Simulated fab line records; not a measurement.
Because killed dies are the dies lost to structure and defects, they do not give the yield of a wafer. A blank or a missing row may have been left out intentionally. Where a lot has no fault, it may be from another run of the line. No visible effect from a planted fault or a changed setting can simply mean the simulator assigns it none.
fab line records	flow sky130
record lots=24	wafers=72	lastDay=50
route steps=708 shown FIELD_ISO@3 NWELL@63 SONOS_TUNNEL@162 POLY_CUT@317 SD_N@356 LI_CONTACT@385
lots untouched by any fault: they come from a run of this same line in which no faults occurred
startH: hours from the record's first day to the start of the lot's first wafer shown	waitH: hours from the lot's prior step to this one	" as in the row above	L1.1+2: a row that stands for several wafers	- value missing, or start not given	* or withheld: withheld	< > ~ a bound
route shown NAME@n: a module of which the file shows steps, and the number in the route of the first	usual: the fault-free wafers' mean and standard deviation	same: alike in all rows	chamber/n: place in a boat	sites: readings site by site	_std_site: their standard deviation	_edge_site: the outer-site mean with the inner-site mean subtracted	radiusMm: how far each site lies from the wafer's centre	mask NAME#n: copy n	behind: tool/chamber where the wafer was last shaped	hold: why the lot went on hold/how many hours it stayed there/how the hold came to an end	device: which transistor (n, p or np) failed to switch	end of line: the route-end tests of the same wafers	step lacking rows: just its recipe	killed: dies lost to structure and defects at the first sort, not the wafer's yield	map: a wafer's dies, marking killed ones x, the rest . and places with no die _
set.NAME: the setting the step ran with; set.NAME@STEP: the setting that earlier step ran with	model.NAME: the simulator's own value behind a step, which no gauge read
route steps across a sampled set of lots; one table per step, one row per wafer
services: from which hour (startH, from the record's first day; less than 0 if before it) a tool's chamber was out of use, for how many hours, and why
## steps
# step SKY_FIELD_ISO_THK_MEAS_02
# recipe reads=SiO2_of_FIELD_ISO_OXIDATION_01
# usual FIELD_ISO_OXIDATION_00_THK=12.05/0.27
lot.wafer	tool	chamber	startH	waitH	FIELD_ISO_OXIDATION_00_THK[nm]
L074.2	filmMetro-02	-	12.19	0.0	12.27
L074.4	"	-	"	"	11.75
L074.5	"	-	"	"	11.79
L075.1	filmMetro-01	-	16.95	0.0	11.69
L075.2	"	-	"	"	11.95
L075.6	"	-	"	"	12.02
L076.1	filmMetro-02	-	21.66	0.0	12.00
L076.3	"	-	"	"	12.13
L076.5	"	-	"	"	12.22
L077.1	filmMetro-02	-	26.96	0.0	11.97
L077.4	"	-	"	"	11.93
L077.6	"	-	"	"	11.88
L078.2	filmMetro-01	-	32.68	0.0	12.36
L078.3	"	-	"	"	12.27
L078.4	"	-	"	"	12.22
L079.1	filmMetro-03	-	37.05	0.0	11.85
L079.3	"	-	"	"	11.66
L079.5	"	-	"	"	11.71
L080.1	filmMetro-01	-	42.98	0.0	12.19
L080.4	"	-	"	"	12.03
L080.6	"	-	"	"	12.02
L081.1	filmMetro-03	-	46.63	0.0	12.25
L081.4	"	-	"	"	12.15
L081.6	"	-	"	"	12.11
L082.1	filmMetro-02	-	52.35	0.0	12.21
L082.2	"	-	"	"	12.20
L082.5	"	-	"	"	12.12
L083.2	filmMetro-03	-	56.64	0.0	12.06
L083.4	"	-	"	"	11.88
L083.6	"	-	"	"	12.05
L084.2	filmMetro-01	-	61.64	0.0	12.15
L084.4	"	-	"	"	12.13
L084.6	"	-	"	"	12.36
L085.2	filmMetro-03	-	68.95	0.0	11.73
L085.4	"	-	"	"	12.01
L085.5	"	-	"	"	11.73
L086.1	filmMetro-01	-	74.73	0.0	12.09
L086.4	"	-	"	"	12.01
L086.6	"	-	"	"	12.01
L087.1	filmMetro-02	-	77.49	0.0	11.89
L087.5	"	-	"	"	11.90
L087.6	"	-	"	"	12.23
L088.1	filmMetro-01	-	81.63	0.0	12.39
L088.3	"	-	"	"	12.57
L088.4	"	-	"	"	12.53
L089.1	filmMetro-03	-	91.59	0.0	11.84
L089.2	"	-	"	"	11.96
L089.3	"	-	"	"	11.99
L090.2	filmMetro-03	-	93.11	0.0	12.12
L090.4	"	-	"	"	12.17
L090.6	"	-	"	"	12.17
L091.1	filmMetro-01	-	97.10	0.0	11.90
L091.3	"	-	"	"	11.69
L091.6	"	-	"	"	11.88
L092.4	filmMetro-02	-	102.41	0.0	11.67
L092.5	"	-	"	"	11.67
L092.6	"	-	"	"	11.67
L093.3	filmMetro-03	-	108.03	0.0	11.79
L093.4	"	-	"	"	11.98
L093.6	"	-	"	"	11.93
L094.1	filmMetro-01	-	111.63	0.0	11.71
L094.4	"	-	"	"	11.71
L094.5	"	-	"	"	11.65
L095.1	filmMetro-01	-	116.98	0.0	12.54
L095.4	"	-	"	"	12.35
L095.6	"	-	"	"	12.41
L096.2	filmMetro-03	-	121.78	0.0	12.83
L096.4	"	-	"	"	12.65
L096.5	"	-	"	"	12.67
L097.1	filmMetro-02	-	126.63	0.0	12.24
L097.3	"	-	"	"	12.39
L097.6	"	-	"	"	12.55
# step SKY_NWELL_OVL_MEAS_10
# usual NWELL_00_OVL=0.0/1.4
lot.wafer	tool	chamber	startH	waitH	NWELL_00_OVL[nm]
L074.2	overlay-01	-	87.77	-	1.5
L074.4	"	-	"	"	2.9
L074.5	"	-	"	"	1.9
L075.1	overlay-02	-	89.66	-	2.7
L075.2	"	-	"	"	1.9
L075.6	"	-	"	"	0.1
L076.1	overlay-02	-	97.29	-	-1.5
L076.3	"	-	"	"	-0.9
L076.5	"	-	"	"	-1.4
L077.1	overlay-02	-	102.81	-	0.7
L077.4	"	-	"	"	-0.1
L077.6	"	-	"	"	-1.1
L078.2	overlay-01	-	109.35	-	1.1
L078.3	"	-	"	"	0.0
L078.4	"	-	"	"	1.6
L079.1	overlay-01	-	114.11	-	-0.3
L079.3	"	-	"	"	-1.8
L079.5	"	-	"	"	-1.6
L080.1	overlay-02	-	126.21	-	-2.5
L080.4	"	-	"	"	-2.1
L080.6	"	-	"	"	-3.3
L081.1	overlay-02	-	131.86	-	-2.5
L081.4	"	-	"	"	-0.9
L081.6	"	-	"	"	-2.0
L082.1	overlay-01	-	135.34	-	1.3
L082.2	"	-	"	"	1.2
L082.5	"	-	"	"	1.8
L084.2	overlay-01	-	147.71	-	-0.4
L084.4	"	-	"	"	2.6
L084.6	"	-	"	"	0.9
L083.2	overlay-01	-	148.10	-	-0.2
L083.4	"	-	"	"	-0.1
L083.6	"	-	"	"	-0.5
L085.2	overlay-01	-	154.65	-	-0.2
L085.4	"	-	"	"	-0.4
L085.5	"	-	"	"	-0.4
L086.1	overlay-02	-	159.91	-	-0.1
L086.4	"	-	"	"	0.6
L086.6	"	-	"	"	-0.4
L087.1	overlay-02	-	161.51	-	-3.3
L087.5	"	-	"	"	-2.2
L087.6	"	-	"	"	-1.0
L088.1	overlay-01	-	168.69	-	1.0
L088.3	"	-	"	"	1.0
L088.4	"	-	"	"	1.4
L089.1	overlay-01	-	177.31	-	1.6
L089.2	"	-	"	"	2.2
L089.3	"	-	"	"	2.4
L090.2	overlay-01	-	179.32	-	0.0
L090.4	"	-	"	"	0.5
L090.6	"	-	"	"	-0.5
L091.1	overlay-01	-	185.61	-	-1.1
L091.3	"	-	"	"	-2.3
L091.6	"	-	"	"	-0.4
L092.4	overlay-01	-	189.66	-	0.7
L092.5	"	-	"	"	1.1
L092.6	"	-	"	"	1.0
L093.3	overlay-01	-	196.52	-	0.3
L093.4	"	-	"	"	0.5
L093.6	"	-	"	"	-1.2
L094.1	overlay-01	-	199.51	-	2.2
L094.4	"	-	"	"	1.4
L094.5	"	-	"	"	2.4
L095.1	overlay-01	-	209.54	-	0.5
L095.4	"	-	"	"	0.9
L095.6	"	-	"	"	0.9
L096.2	overlay-01	-	213.31	-	0.4
L096.4	"	-	"	"	1.5
L096.5	"	-	"	"	0.8
L097.1	overlay-02	-	218.11	-	-1.3
L097.3	"	-	"	"	-1.7
L097.6	"	-	"	"	-1.0
# step SKY_SONOS_TUNNEL_OVL_MEAS_08
# usual SONOS_TUNNEL_OVL=1.2/1.3
lot.wafer	tool	chamber	startH	waitH	SONOS_TUNNEL_OVL[nm]
L074.2	overlay-02	-	253.79	0.1	1.2
L074.4	"	-	"	"	-0.1
L074.5	"	-	"	"	2.1
L075.1	overlay-02	-	256.68	0.1	2.6
L075.2	"	-	"	"	2.6
L075.6	"	-	"	"	2.0
L076.1	overlay-01	-	266.33	0.1	1.7
L076.3	"	-	"	"	0.4
L076.5	"	-	"	"	2.1
L077.1	overlay-02	-	272.83	0.1	-0.2
L077.4	"	-	"	"	1.7
L077.6	"	-	"	"	0.0
L078.2	overlay-01	-	283.09	0.1	3.8
L078.3	"	-	"	"	3.3
L078.4	"	-	"	"	4.7
L079.1	overlay-01	-	290.38	0.1	1.4
L079.3	"	-	"	"	0.8
L079.5	"	-	"	"	0.6
L080.1	overlay-02	-	306.98	0.1	3.0
L080.4	"	-	"	"	2.4
L080.6	"	-	"	"	2.1
L081.1	overlay-01	-	313.39	0.1	1.6
L081.4	"	-	"	"	1.3
L081.6	"	-	"	"	0.9
L082.1	overlay-01	-	319.03	0.1	-0.2
L082.2	"	-	"	"	0.8
L082.5	"	-	"	"	-0.4
L084.2	overlay-02	-	336.29	0.1	3.4
L084.4	"	-	"	"	2.5
L084.6	"	-	"	"	2.1
L083.2	overlay-01	-	336.94	0.1	2.1
L083.4	"	-	"	"	1.2
L083.6	"	-	"	"	1.2
L085.2	overlay-02	-	344.79	0.1	-0.8
L085.4	"	-	"	"	0.6
L085.5	"	-	"	"	0.6
L086.1	overlay-02	-	352.08	0.1	0.7
L086.4	"	-	"	"	0.9
L086.6	"	-	"	"	-0.3
L087.1	overlay-02	-	353.63	0.1	-1.3
L087.5	"	-	"	"	-0.3
L087.6	"	-	"	"	0.5
L088.1	overlay-01	-	364.93	0.1	2.1
L088.3	"	-	"	"	1.2
L088.4	"	-	"	"	1.6
L089.1	overlay-02	-	375.93	0.1	1.4
L089.2	"	-	"	"	1.2
L089.3	"	-	"	"	0.3
L090.2	overlay-02	-	379.44	0.1	2.7
L090.4	"	-	"	"	4.5
L090.6	"	-	"	"	2.4
L091.1	overlay-01	-	386.58	0.1	2.7
L091.3	"	-	"	"	1.8
L091.6	"	-	"	"	3.3
L092.4	overlay-02	-	393.64	0.1	-0.7
L092.5	"	-	"	"	-1.1
L092.6	"	-	"	"	1.1
L093.3	overlay-01	-	402.84	0.1	1.4
L093.4	"	-	"	"	0.8
L093.6	"	-	"	"	0.2
L094.1	overlay-02	-	406.83	0.1	2.3
L094.4	"	-	"	"	1.3
L094.5	"	-	"	"	2.0
L095.1	overlay-01	-	419.08	0.1	0.4
L095.4	"	-	"	"	1.1
L095.6	"	-	"	"	1.2
L096.2	overlay-02	-	424.29	0.1	-0.2
L096.4	"	-	"	"	1.9
L096.5	"	-	"	"	0.8
L097.1	overlay-02	-	431.98	0.1	-1.0
L097.3	"	-	"	"	-1.5
L097.6	"	-	"	"	-2.4
# step SKY_POLY_CUT_ETCH_10
# recipe chemistry=N2/H2	target=BARC	ionEnergyEv=200	sourceW=500	biasW=100	pressureMtorr=30	n2FlowSccm=100	h2FlowSccm=200	stopOn=SiO2	timeS=45.9	targetDepthA=600
# usual drypumpMotorCurrentA=5.8/0.36	oesProductAu=0.854/0.0052	throttleValvePct=13.225/0.0094
# same timeS=45.9
lot.wafer	tool	chamber	startH	waitH	drypumpMotorCurrentA	oesProductAu	rfHoursCounterH	throttleValvePct
L074.2	rieDiel-03	2	563.26	0.0	6.3	0.862	4	13.204
L074.4	"	0	"	"	5.6	0.846	8	13.243
L074.5	"	0	"	"	5.6	0.843	-	13.238
L075.1	rieDiel-01	0	570.07	0.0	5.2	0.847	18	13.219
L075.2	"	3	"	"	6.1	0.852	11	13.241
L075.6	"	3	"	"	6.1	0.848	-	13.223
L076.1	rieDiel-02	2	578.42	0.0	5.5	0.853	2	13.213
L076.3	"	3	"	"	6.6	0.860	51	13.221
L076.5	"	0	"	"	5.7	0.864	-	13.211
L077.1	rieDiel-03	1	581.92	0.0	5.5	0.845	2	13.243
L077.4	"	3	"	"	5.9	0.856	46	13.224
L077.6	"	2	"	"	6.3	0.849	-	13.228
L078.2	rieDiel-03	1	598.19	0.0	5.6	0.855	2	13.231
L078.3	"	2	"	"	6.3	0.845	4	13.218
L078.4	"	3	"	"	5.9	0.852	46	13.228
L079.1	rieDiel-03	1	610.64	0.0	5.5	0.845	2	13.229
L079.3	"	0	"	"	5.6	0.851	8	13.226
L079.5	"	2	"	"	6.3	0.858	-	13.216
L080.1	rieDiel-03	2	622.77	0.0	6.3	0.853	5	13.231
L080.4	"	0	"	"	5.6	0.855	9	13.199
L080.6	"	1	"	"	5.6	0.852	-	13.237
L081.1	rieDiel-01	3	632.79	0.0	6.1	0.843	12	13.226
L081.4	"	1	"	"	6.2	0.855	6	13.227
L081.6	"	2	"	"	6.0	0.855	-	13.214
L082.1	rieDiel-02	0	638.79	0.0	5.7	0.849	12	13.226
L082.2	"	2	"	"	5.5	0.858	4	13.226
L082.5	"	0	"	"	5.7	0.856	-	13.223
L084.2	rieDiel-03	0	655.14	0.0	5.6	0.862	9	13.239
L084.4	"	0	"	"	5.6	0.860	-	13.214
L084.6	"	3	"	"	5.9	0.854	-	13.225
L083.2	rieDiel-02	2	657.29	0.0	5.5	0.859	4	13.233
L083.4	"	1	"	"	5.6	0.851	7	13.233
L083.6	"	2	"	"	5.5	0.858	-	13.227
L085.2	rieDiel-01	1	662.87	0.0	6.2	0.855	6	13.210
L085.4	"	3	"	"	6.1	0.848	13	13.240
L085.5	"	1	"	"	6.2	0.856	-	13.215
L086.1	rieDiel-02	2	666.77	0.0	5.5	0.857	5	13.220
L086.4	"	0	"	"	5.7	0.859	13	13.221
L086.6	"	3	"	"	6.6	0.851	-	13.235
L087.1	rieDiel-01	2	668.56	0.0	6.1	0.862	58	13.217
L087.5	"	2	"	"	6.1	0.852	-	13.213
L087.6	"	1	"	"	6.2	0.851	-	13.208
L088.1	rieDiel-02	3	674.61	0.0	6.6	0.858	53	13.233
L088.3	"	1	"	"	5.6	0.847	7	13.235
L088.4	"	2	"	"	5.5	0.852	5	13.235
L089.1	rieDiel-03	2	690.42	0.0	6.3	0.859	5	13.223
L089.2	"	3	"	"	5.9	0.851	48	13.235
L089.3	"	1	"	"	5.5	0.858	4	13.229
L090.2	rieDiel-03	3	696.81	0.0	5.9	0.864	48	13.220
L090.4	"	0	"	"	5.6	0.859	10	13.220
L090.6	"	1	"	"	5.6	0.858	-	13.238
L091.1	rieDiel-03	2	703.01	0.0	6.4	0.848	5	13.235
L091.3	"	0	"	"	5.6	0.854	10	13.217
L091.6	"	0	"	"	5.6	0.859	-	13.225
L092.4	rieDiel-03	1	712.01	0.0	5.5	0.853	4	13.237
L092.5	"	1	"	"	5.6	0.857	-	13.225
L092.6	"	2	"	"	6.3	0.853	-	13.220
L093.3	rieDiel-02	0	714.06	0.0	5.8	0.851	14	13.233
L093.4	"	0	"	"	5.7	0.850	-	13.234
L093.6	"	1	"	"	5.7	0.859	-	13.231
L094.1	rieDiel-02	2	720.11	0.0	5.5	0.848	6	13.239
L094.4	"	2	"	"	5.5	0.845	-	13.224
L094.5	"	1	"	"	5.6	0.850	-	13.227
L095.1	rieDiel-03	3	732.49	0.0	5.9	0.856	0	13.238
L095.4	"	2	"	"	6.3	0.852	6	13.227
L095.6	"	1	"	"	5.5	0.855	-	13.220
L096.2	rieDiel-01	0	735.96	0.0	5.2	0.848	22	13.227
L096.4	"	2	"	"	6.1	0.854	1	13.223
L096.5	"	1	"	"	6.2	0.858	-	13.235
L097.1	rieDiel-02	1	744.49	0.0	5.6	0.849	9	13.224
L097.3	"	3	"	"	6.6	0.857	1	13.236
L097.6	"	3	"	"	6.6	0.847	-	13.212
# step SKY_SD_N_RTA_14
# recipe tempC=1075	timeS=2	idleTempC=650	rampUpCPerS=150	rampDownCPerS=90	ambient=N2
# usual lampPowerPct=15.74/0.052	wafer_temp_C_max=1078.2/1.2
# same timeS=2
lot.wafer	tool	chamber	startH	waitH	lampPowerPct	wafer_temp_C_max
L074.2	rtpAnneal-01	0	650.59	0.0	15.80	1076.7
L074.4	"	0	"	"	15.74	1077.1
L074.5	"	0	"	"	15.81	1076.6
L075.1	rtpAnneal-02	0	657.38	0.0	15.77	1077.3
L075.2	"	0	"	"	15.69	1079.7
L075.6	"	0	"	"	15.79	1078.4
L076.1	rtpAnneal-01	0	664.87	0.0	15.77	1078.3
L076.3	"	0	"	"	15.65	1078.4
L076.5	"	0	"	"	15.69	1077.3
L077.1	rtpAnneal-02	0	669.37	0.0	15.78	1077.6
L077.4	"	0	"	"	15.73	1079.1
L077.6	"	0	"	"	15.79	1076.1
L078.2	rtpAnneal-01	0	684.48	0.0	15.74	1076.0
L078.3	"	0	"	"	15.76	1079.0
L078.4	"	0	"	"	15.76	1077.5
L079.1	rtpAnneal-02	0	696.75	0.0	15.84	1077.4
L079.3	"	0	"	"	15.73	1078.7
L079.5	"	0	"	"	15.78	1077.1
L080.1	rtpAnneal-01	0	708.63	0.0	15.83	1077.4
L080.4	"	0	"	"	15.80	1080.0
L080.6	"	0	"	"	15.75	1078.8
L081.1	rtpAnneal-01	0	717.57	0.0	15.83	1078.5
L081.4	"	0	"	"	15.65	1080.0
L081.6	"	0	"	"	15.69	1078.3
L082.1	rtpAnneal-02	0	725.37	0.0	15.71	1076.9
L082.2	"	0	"	"	15.72	1077.4
L082.5	"	0	"	"	15.83	1076.7
L084.2	rtpAnneal-01	0	740.49	0.0	15.68	1078.2
L084.4	"	0	"	"	15.80	1082.7
L084.6	"	0	"	"	15.73	1078.2
L083.2	rtpAnneal-02	0	742.08	0.0	15.78	1076.7
L083.4	"	0	"	"	15.66	1078.3
L083.6	"	0	"	"	15.69	1078.6
L085.2	rtpAnneal-01	0	746.51	0.0	15.71	1079.3
L085.4	"	0	"	"	15.78	1077.7
L085.5	"	0	"	"	15.79	1078.1
L086.1	rtpAnneal-02	0	751.78	0.0	15.74	1079.5
L086.4	"	0	"	"	15.68	1079.0
L086.6	"	0	"	"	15.72	1077.3
L087.1	rtpAnneal-01	0	752.98	0.0	15.77	1077.5
L087.5	"	0	"	"	15.67	1078.3
L087.6	"	0	"	"	15.65	1079.1
L088.1	rtpAnneal-02	0	757.55	0.0	15.71	1077.7
L088.3	"	0	"	"	15.65	1078.6
L088.4	"	0	"	"	15.74	1078.6
L089.1	rtpAnneal-01	0	773.12	0.0	15.73	1077.5
L089.2	"	0	"	"	15.69	1076.5
L089.3	"	0	"	"	15.74	1079.7
L090.2	rtpAnneal-02	0	779.26	0.0	15.77	1079.6
L090.4	"	0	"	"	15.83	1077.2
L090.6	"	0	"	"	15.75	1078.8
L091.1	rtpAnneal-01	0	784.96	0.0	15.74	1077.6
L091.3	"	0	"	"	15.66	1078.3
L091.6	"	0	"	"	15.76	1077.1
L092.4	rtpAnneal-02	0	793.20	0.0	15.67	1078.5
L092.5	"	0	"	"	15.78	1079.3
L092.6	"	0	"	"	15.72	1079.2
L093.3	rtpAnneal-01	0	795.43	0.0	15.76	1077.6
L093.4	"	0	"	"	15.65	1080.8
L093.6	"	0	"	"	15.68	1079.0
L094.1	rtpAnneal-02	0	800.13	0.0	15.72	1078.7
L094.4	"	0	"	"	15.76	1076.7
L094.5	"	0	"	"	15.78	1080.4
L095.1	rtpAnneal-01	0	814.58	0.0	15.73	1077.0
L095.4	"	0	"	"	15.67	1076.1
L095.6	"	0	"	"	15.69	1079.6
L096.2	rtpAnneal-02	0	815.88	0.0	15.70	1078.2
L096.4	"	0	"	"	15.78	1077.9
L096.5	"	0	"	"	15.65	1078.9
L097.1	rtpAnneal-01	0	824.66	0.0	15.76	1076.5
L097.3	"	0	"	"	15.74	1078.4
L097.6	"	0	"	"	15.73	1078.9
# step SKY_LI_CONTACT_THK_MEAS_23
# recipe thkMeasGauge=xrf	reads=W_of_LI_CONTACT_CVD_21
# usual LI_CONTACT_W_THK=396/5.4
lot.wafer	tool	chamber	startH	waitH	LI_CONTACT_W_THK[nm]
L074.2	filmMetro-03	-	680.42	0.1	401
L074.4	"	-	"	"	400
L074.5	"	-	"	"	405
L075.1	filmMetro-01	-	687.76	0.1	401
L075.2	"	-	"	"	395
L075.6	"	-	"	"	401
L076.1	filmMetro-01	-	695.07	0.1	406
L076.3	"	-	"	"	409
L076.5	"	-	"	"	407
L077.1	filmMetro-04	-	698.90	0.1	398
L077.4	"	-	"	"	392
L077.6	"	-	"	"	398
L078.2	filmMetro-03	-	714.76	0.1	406
L078.3	"	-	"	"	390
L078.4	"	-	"	"	401
L079.1	filmMetro-01	-	727.20	0.1	396
L079.3	"	-	"	"	406
L079.5	"	-	"	"	403
L080.1	filmMetro-01	-	738.30	0.1	397
L080.4	"	-	"	"	393
L080.6	"	-	"	"	392
L081.1	filmMetro-01	-	746.75	0.1	396
L081.4	"	-	"	"	396
L081.6	"	-	"	"	386
L082.1	filmMetro-04	-	755.32	0.1	401
L082.2	"	-	"	"	388
L082.5	"	-	"	"	386
L084.2	filmMetro-03	-	768.81	0.1	394
L084.4	"	-	"	"	395
L084.6	"	-	"	"	404
L083.2	filmMetro-04	-	770.58	0.1	395
L083.4	"	-	"	"	398
L083.6	"	-	"	"	389
L085.2	filmMetro-04	-	775.76	0.1	397
L085.4	"	-	"	"	396
L085.5	"	-	"	"	395
L086.1	filmMetro-04	-	780.02	0.1	388
L086.4	"	-	"	"	399
L086.6	"	-	"	"	398
L087.1	filmMetro-04	-	781.60	0.1	394
L087.5	"	-	"	"	390
L087.6	"	-	"	"	400
L088.1	filmMetro-04	-	785.84	0.1	395
L088.3	"	-	"	"	397
L088.4	"	-	"	"	391
L089.1	filmMetro-04	-	801.97	0.1	396
L089.2	"	-	"	"	398
L089.3	"	-	"	"	398
L090.2	filmMetro-01	-	807.01	0.1	398
L090.4	"	-	"	"	402
L090.6	"	-	"	"	402
L091.1	filmMetro-03	-	813.67	0.1	393
L091.3	"	-	"	"	394
L091.6	"	-	"	"	390
L092.4	filmMetro-04	-	821.51	0.1	397
L092.5	"	-	"	"	394
L092.6	"	-	"	"	397
L093.3	filmMetro-03	-	823.29	0.1	394
L093.4	"	-	"	"	393
L093.6	"	-	"	"	398
L094.1	filmMetro-04	-	828.64	0.1	390
L094.4	"	-	"	"	388
L094.5	"	-	"	"	391
L095.1	filmMetro-04	-	842.82	0.1	394
L095.4	"	-	"	"	404
L095.6	"	-	"	"	401
L096.2	filmMetro-04	-	844.38	0.1	390
L096.4	"	-	"	"	397
L096.5	"	-	"	"	394
L097.1	filmMetro-01	-	853.22	0.1	393
L097.3	"	-	"	"	390
L097.6	"	-	"	"	391
## services
tool	chamber	startH	hours	kind
rieDiel-03	-	543.48	15.6	pm
rieDiel-03	-	592.81	0.2	repair
rieDiel-02	-	593.77	0.2	repair
rieDiel-03	3	609.23	5.5	repair
rieDiel-02	3	617.20	6.2	repair
rieDiel-02	0	622.18	14.1	repair
rieDiel-03	2	635.15	28.9	repair
rieDiel-03	1	646.89	6.5	repair
rieDiel-01	0	653.60	7.0	repair
rieDiel-02	2	677.60	6.5	repair
rieDiel-01	2	691.05	-	clean
rieDiel-02	3	705.25	-	clean
rieDiel-02	3	705.25	18.4	scheduledDown
rieDiel-02	3	705.25	18.4	ventCycle
rieDiel-03	3	712.72	-	clean
rieDiel-03	3	712.72	11.9	scheduledDown
rieDiel-03	3	712.72	11.9	ventCycle
rtpAnneal-02	-	715.75	6.7	pm
rieDiel-02	1	737.66	4.7	repair
rieDiel-02	1	752.63	10.7	repair
rieDiel-02	-	762.06	1.2	repair
rieDiel-01	0	779.55	3.6	repair
rieDiel-03	1	789.64	2.9	repair
rieDiel-03	3	808.40	26.5	repair
## key
fault none
